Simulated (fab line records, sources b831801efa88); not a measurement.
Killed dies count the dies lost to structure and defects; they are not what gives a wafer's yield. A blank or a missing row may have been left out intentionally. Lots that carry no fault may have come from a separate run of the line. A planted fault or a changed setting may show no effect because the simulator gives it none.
Which tool did it? -- flow gf180mcu -- 33 wafers from 11 lots sampled at 5 of the route's 602 steps

== WHAT EACH GAUGE READ, for each wafer ==
GF_MIM_THK_MEAS_11: measures by xrf. Usual: MIM_ALCU_THK 202.3 nm, standard deviation 2.2.
lot,measured,on,MIM_ALCU_THK (nm),flag
L212,day 25 20:25,film_metro-01,199.5 202.2 199.1,
L215,day 26 14:26,film_metro-01,205.2 205.3 204.8,
L219,day 27 20:26,film_metro-01,198.4 200.6 200.5,
L221,day 28 04:50,film_metro-01,203.8 206.4 200.5,
L225,day 29 12:33,film_metro-02,205.6 202.5 203.9,
L226,day 29 15:44,film_metro-01,201.7 200.6 202.9,
L228,day 29 23:55,film_metro-02,201.9 207.1 204.0,
L230,day 30 08:50,film_metro-04,201.6 196.8 200.1,
L229,day 30 13:27,film_metro-01,204.7 202.8 202.2,
L231,day 30 15:05,film_metro-04,198.2 204.6 200.2,
L233,day 31 01:23,film_metro-01,205.4 204.3 204.0,

GF_PASSIVATION_BOW_MEAS_14. Usual: PASSIVATION_BOW 137 um, standard deviation 12.
lot,measured,on,PASSIVATION_BOW (um),flag
L212,day 30 04:13,film_metro-04,131 128 138,
L215,day 30 21:24,film_metro-01,143 148 157,
L219,day 32 00:05,film_metro-04,206 208 209,OFF
L221,day 32 06:35,film_metro-01,207 208 202,OFF
L225,day 33 10:44,film_metro-01,146 142 147,
L226,day 33 12:55,film_metro-04,147 145 142,
L228,day 33 20:44,film_metro-03,138 133 126,
L230,day 34 01:49,film_metro-01,151 148 156,
L229,day 34 05:57,film_metro-04,127 136 149,
L231,day 34 09:15,film_metro-03,106 116 113,
L233,day 34 17:04,film_metro-01,148 133 144,

== WHICH TOOL RAN EACH LOT (tool, then ch and the chambers of the sampled wafers, then the start) ==
lot,GF_M4_SPUTTER_00,GF_MIM_METAL_ETCH_19,GF_PASSIVATION_ANNEAL_13
L212,"pvd_sputter-01, day 23 20:43","rie_metal-04 ch 0,1, day 26 15:26","furnace-01 ch 0, day 30 02:43"
L215,"pvd_sputter-03, day 24 16:31","rie_metal-03 ch 0,1, day 27 09:50","furnace-01 ch 0, day 30 19:54"
L219,"pvd_sputter-04, day 25 23:57","rie_metal-04 ch 0,1, day 28 15:45","furnace-02, day 31 22:32"
L221,"pvd_sputter-01, day 26 09:41","rie_metal-04 ch 0,1, day 28 23:26","furnace-01, day 32 05:05"
L225,"pvd_sputter-01, day 27 18:11","rie_metal-04 ch 1, day 30 06:50","furnace-01 ch 0, day 33 09:11"
L226,"pvd_sputter-04, day 27 20:41","rie_metal-02 ch 0,1, day 30 10:40","furnace-02 ch 0, day 33 11:22"
L228,"pvd_sputter-04, day 28 05:54","rie_metal-02 ch 0,1, day 30 18:21","furnace-02 ch 0, day 33 19:11"
L230,"pvd_sputter-01, day 28 15:02","rie_metal-03 ch 0,1, day 31 02:41","furnace-02 ch 0, day 34 00:17"
L229,"pvd_sputter-01, day 28 20:01","rie_metal-03 ch 0,1, day 31 06:36","furnace-01 ch 0, day 34 04:25"
L231,"pvd_sputter-01, day 28 22:53","rie_metal-03 ch 0,1, day 31 08:56","furnace-02 ch 0, day 34 07:45"
L233,"pvd_sputter-01, day 29 08:25","rie_metal-03 ch 0,1, day 31 18:29","furnace-02 ch 0, day 34 15:33"
- GF_M4_SPUTTER_00: material Ti, target thk 37.5 nm, time 150 s.
- GF_MIM_METAL_ETCH_19: etches the open film in Cl2/BCl3, stops on Si3N4, target depth 324.5 nm, time 54.1 s.
- GF_PASSIVATION_ANNEAL_13: time 1800 s.

== AS READ BY THE TOOLS THEMSELVES (means over the sampled wafers that have a number; for cases with no such wafer, the mark the record gives instead) ==
GF_M4_SPUTTER_00. Usual: chamber_pressure_pa 2.000 Pa, standard deviation 0.0039; throttle_valve_pct 29.7 %, standard deviation 1.5.
lot,tool,chamber_pressure_pa (Pa),throttle_valve_pct (%),flag
L212,pvd_sputter-01,1.999,29.1,
L215,pvd_sputter-03,1.996,30.9,
L219,pvd_sputter-04,2.002,29.5,
L221,pvd_sputter-01,2.000,29.7,
L225,pvd_sputter-01,1.999,29.8,
L226,pvd_sputter-04,1.999,29.5,
L228,pvd_sputter-04,2.005,28.6,
L230,pvd_sputter-01,2.004,30.6,
L229,pvd_sputter-01,2.000,29.9,
L231,pvd_sputter-01,1.997,29.8,
L233,pvd_sputter-01,2.000,28.4,

GF_MIM_METAL_ETCH_19. Usual: drypump_motor_current_A 5.8 A, standard deviation 0.54; oes_product_au 0.941 a.u., standard deviation 0.0055; throttle_valve_pct 28.285 %, standard deviation 0.011.
lot,tool,drypump_motor_current_A (A),oes_product_au (a.u.),throttle_valve_pct (%),flag
L212,rie_metal-04,5.0,0.937,28.291,
L215,rie_metal-03,6.1,0.945,28.289,
L219,rie_metal-04,5.0,0.938,28.292,
L221,rie_metal-04,5.2,0.942,28.286,
L225,rie_metal-04,4.8,0.941,28.289,
L226,rie_metal-02,6.1,0.941,28.290,
L228,rie_metal-02,6.2,0.939,28.292,
L230,rie_metal-03,6.0,0.935,28.292,
L229,rie_metal-03,6.1,0.946,28.289,
L231,rie_metal-03,6.0,0.939,28.287,
L233,rie_metal-03,6.0,0.946,28.284,

GF_PASSIVATION_ANNEAL_13. Usual: ramp_down_c_per_min 3.0000, standard deviation 0.00055; ramp_up_c_per_min 9.9997, standard deviation 0.0017; spike_tc_bottom_C 426.1 C, standard deviation 1.6; zone_power_bottom_pct 6.0 %, standard deviation 0.62.
lot,tool,ramp_down_c_per_min,ramp_up_c_per_min,spike_tc_bottom_C (C),zone_power_bottom_pct (%),flag
L212,furnace-01,2.9997,9.9989,427.8,6.7,
L215,furnace-01,3.0000,9.9999,428.1,6.7,
L219,furnace-02,-,-,-,-,OFF
L221,furnace-01,-,-,-,-,OFF
L225,furnace-01,3.0001,10.0000,427.2,6.7,
L226,furnace-02,2.9998,9.9998,424.5,5.5,
L228,furnace-02,3.0001,9.9980,425.7,5.5,
L230,furnace-02,3.0000,9.9991,423.5,5.4,
L229,furnace-01,2.9994,9.9998,427.9,6.8,
L231,furnace-02,3.0004,9.9993,424.8,5.4,
L233,furnace-02,2.9996,10.0015,424.7,5.5,

== THE ANSWER, worked out from the rows above alone ==
Rule: a lot counts as off when the mean over its wafers that have a number is more than 3 standard deviations away from the usual mean. Also off: a lot with no number at a reading for which 4 or more lots have one. Where the step has rows for the other lots, those lots are counted as sound. Order of review: gauges by route order, followed by the tools' own readings, for which a lot's mean as printed above is used. The first step at which some lot is off is used, and at that step the reading that is off furthest; a lot without a number counts as furthest.
Off: L219, L221, seen at GF_PASSIVATION_BOW_MEAS_14 (PASSIVATION_BOW).
A tool fits if, at a process step before that reading, it ran every lot that is off, and no sound lot after the first of them. The gauges at GF_PASSIVATION_BOW_MEAS_14 aren't tried: what is off there is off at GF_PASSIVATION_ANNEAL_13 too, on other tools, and a gauge's error can't cause that. None of those tried fits.

== WHAT THE SIMULATOR PUT IN ==
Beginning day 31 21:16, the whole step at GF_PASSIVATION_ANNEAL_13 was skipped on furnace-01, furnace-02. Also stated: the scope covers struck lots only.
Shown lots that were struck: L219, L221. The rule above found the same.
